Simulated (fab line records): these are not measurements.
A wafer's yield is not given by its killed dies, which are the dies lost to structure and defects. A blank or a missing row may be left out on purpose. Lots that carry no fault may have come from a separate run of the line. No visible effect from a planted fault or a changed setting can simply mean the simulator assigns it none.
Shared-tool check | flow sky130 | 36 wafers sampled across 12 lots

## REASON FOR OPENING
SKY_METAL2_THK_MEAS_06, reading METAL2_ALCU_THK: flagged on 3 of 12 lots. No-fault wafers: 247 nm, standard deviation 3.1.
Rule: a lot gets a flag if all its wafers with a number sit over 4 standard deviations from that mean, or if no wafer of it has a number. The rest of the lots are taken to be sound.

lot  | measured     | on           | METAL2_ALCU_THK (nm), wafer by wafer | flag
L955 | day 35 07:53 | filmMetro-03 | 244 242 244                          | 
L954 | day 35 09:02 | filmMetro-01 | 250 249 249                          | 
L956 | day 35 09:44 | filmMetro-02 | 244 243 243                          | 
L960 | day 36 11:08 | filmMetro-01 | 266 263 265                          | FLAGGED
L961 | day 36 16:25 | filmMetro-03 | 265 261 260                          | FLAGGED
L964 | day 37 05:43 | filmMetro-02 | 245 248 248                          | 
L963 | day 37 06:50 | filmMetro-03 | 264 261 264                          | FLAGGED
L965 | day 37 20:53 | filmMetro-03 | 250 249 247                          | 
L967 | day 38 04:23 | filmMetro-01 | 248 248 251                          | 
L972 | day 40 01:07 | filmMetro-03 | 250 249 250                          | 
L974 | day 40 10:56 | filmMetro-01 | 251 250 251                          | 
L975 | day 40 13:31 | filmMetro-01 | 242 245 244                          | 
The mean of the flagged lots' numbers is 263 nm, +16 nm from the usual (+5 standard deviations).

## LOT BY LOT: THE TOOL USED
The record holds 2 process steps before the reading, out of a route of 708 steps. In each cell: the tool, then ch and the chambers that the sampled wafers went through, then the start.
lot  | flag    | SKY_METAL2_SPUTTER_01       | SKY_METAL2_SPUTTER_04
L955 |         | pvdSputter-01, day 35 07:38 | pvdSputter-01, day 35 07:43
L954 |         | pvdSputter-02, day 35 08:47 | pvdSputter-02, day 35 08:51
L956 |         | pvdSputter-02, day 35 09:31 | pvdSputter-02, day 35 09:34
L960 | FLAGGED | pvdSputter-02, day 36 10:53 | pvdSputter-02, day 36 10:58
L961 | FLAGGED | pvdSputter-02, day 36 16:11 | pvdSputter-02, day 36 16:15
L964 |         | pvdSputter-03, day 37 05:28 | pvdSputter-03, day 37 05:32
L963 | FLAGGED | pvdSputter-02, day 37 06:35 | pvdSputter-02, day 37 06:40
L965 |         | pvdSputter-01, day 37 20:35 | pvdSputter-01, day 37 20:40
L967 |         | pvdSputter-03, day 38 04:09 | pvdSputter-03, day 38 04:13
L972 |         | pvdSputter-03, day 40 00:52 | pvdSputter-03, day 40 00:56
L974 |         | pvdSputter-03, day 40 10:42 | pvdSputter-03, day 40 10:46
L975 |         | pvdSputter-01, day 40 13:17 | pvdSputter-01, day 40 13:21
What is done by these steps:
- SKY_METAL2_SPUTTER_01: material TiN, target thk 20 nm, time 16.7 s.
- SKY_METAL2_SPUTTER_04: material TiN, target thk 70 nm, time 58.3 s.
- SKY_METAL2_THK_MEAS_06: measures by xrf.

## FLAGGED OVER TOTAL, TOOL BY TOOL (the gauges that took the reading come last)
step                   | tool          | lots run | flagged | share of the flagged lots | sound lots run after its first flagged lot
SKY_METAL2_SPUTTER_01  | pvdSputter-01 | 3        | 0       | none                      | -
SKY_METAL2_SPUTTER_01  | pvdSputter-02 | 5        | 3       | all                       | 0
SKY_METAL2_SPUTTER_01  | pvdSputter-03 | 4        | 0       | none                      | -
SKY_METAL2_SPUTTER_04  | pvdSputter-01 | 3        | 0       | none                      | -
SKY_METAL2_SPUTTER_04  | pvdSputter-02 | 5        | 3       | all                       | 0
SKY_METAL2_SPUTTER_04  | pvdSputter-03 | 4        | 0       | none                      | -
SKY_METAL2_THK_MEAS_06 | filmMetro-01  | 5        | 1       | some                      | 3 (L967,L974,L975)
SKY_METAL2_THK_MEAS_06 | filmMetro-02  | 2        | 0       | none                      | -
SKY_METAL2_THK_MEAS_06 | filmMetro-03  | 5        | 2       | some                      | 2 (L965,L972)

## WHAT IS ALLOWED BY THE TABLE
2 rows of the table ran every flagged lot: pvdSputter-02 at SKY_METAL2_SPUTTER_01, pvdSputter-02 at SKY_METAL2_SPUTTER_04.
- pvdSputter-02 at SKY_METAL2_SPUTTER_01: 3 of its 5 lots flagged. Its last sound lot is L956 (day 35 09:31), its first flagged lot L960 (day 36 10:53): a fault that began between those two fits.
- pvdSputter-02 at SKY_METAL2_SPUTTER_04: 3 of its 5 lots flagged. Its last sound lot is L956 (day 35 09:34), its first flagged lot L960 (day 36 10:58): a fault that began between those two fits.
What remains is a single tool, pvdSputter-02 at SKY_METAL2_SPUTTER_01 and SKY_METAL2_SPUTTER_04.

## WHAT WAS PUT IN BY THE SIMULATOR
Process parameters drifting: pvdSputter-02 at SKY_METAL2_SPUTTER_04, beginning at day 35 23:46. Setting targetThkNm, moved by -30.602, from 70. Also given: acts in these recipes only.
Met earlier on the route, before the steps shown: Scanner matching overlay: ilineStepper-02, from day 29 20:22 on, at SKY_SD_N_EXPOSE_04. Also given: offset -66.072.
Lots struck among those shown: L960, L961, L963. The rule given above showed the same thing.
